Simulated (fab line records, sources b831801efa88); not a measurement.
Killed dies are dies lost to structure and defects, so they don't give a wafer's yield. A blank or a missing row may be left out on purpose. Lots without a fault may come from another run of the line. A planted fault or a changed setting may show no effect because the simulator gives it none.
Chamber matching | flow sky130 | SKY_CONTACT_CMP_04 on cmp-02: 4 sister chambers
The step polishes SiO2. 8 wafers are shown with their chamber, then 12 later ones without.

WAFERS WITH THEIR CHAMBER
wafer  | chamber | motor_current_A (A) | time_to_endpoint_s (s)
L079.1 | 0       | 11.2                | 92
L084.5 | 3       | 13.2                | 94
L088.3 | 2       | 11.1                | 79
L088.5 | 1       | 12.2                | 76
L088.6 | 2       | 9.6                 | 82
L087.1 | 3       | 13.3                | 84
L087.2 | 1       | 11.6                | 74
L087.5 | 0       | 11.3                | 77

WAFERS WITHOUT THEIR CHAMBER
wafer  | motor_current_A (A) | time_to_endpoint_s (s)
L090.1 | 12.3                | 80
L090.3 | 10.4                | 82
L090.4 | 14.0                | 91
L091.2 | 11.2                | 77
L091.5 | 12.3                | 73
L091.6 | 10.1                | 70
L092.4 | 11.5                | 84
L092.5 | 11.0                | 81
L092.6 | 14.3                | 92
L093.2 | 11.8                | 78
L093.5 | 13.9                | 82
L093.6 | 11.6                | 79

WHICH CHAMBER EACH WENT THROUGH
wafer  | from the rows above          | in truth
L090.1 | can't be placed: 1 or 0 or 3 | 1
L090.3 | can't be placed: 2 or 0      | 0
L090.4 | 3                            | 3
L091.2 | can't be placed: 0 or 1 or 2 | 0
L091.5 | can't be placed: 1 or 0      | 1
L091.6 | can't be placed: 2 or 0 or 1 | 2
L092.4 | can't be placed: 0 or 1 or 2 | 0
L092.5 | can't be placed: 0 or 2 or 1 | 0
L092.6 | 3                            | 3
L093.2 | can't be placed: 1 or 0      | 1
L093.5 | 3                            | 3
L093.6 | can't be placed: 1 or 0 or 2 | 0
Placed correctly: 3 of 12. Can't be placed from these rows: 9 (the true chamber is among the candidates in 9). Placed wrongly: 0.
How it was worked out, from the rows above alone: a wafer's distance from a chamber is the root of the sum, over the readings, of the square of ((its reading less the chamber's mean) divided by the reading's scatter). The wafer belongs to the nearest chamber; if the next one is less than 2 further off, it can't be placed. A chamber's mean is the mean of its shown wafers. The scatter: the root of (the sum of the squares of (reading less its chamber's mean) over the shown wafers, divided by (wafers less chambers)).
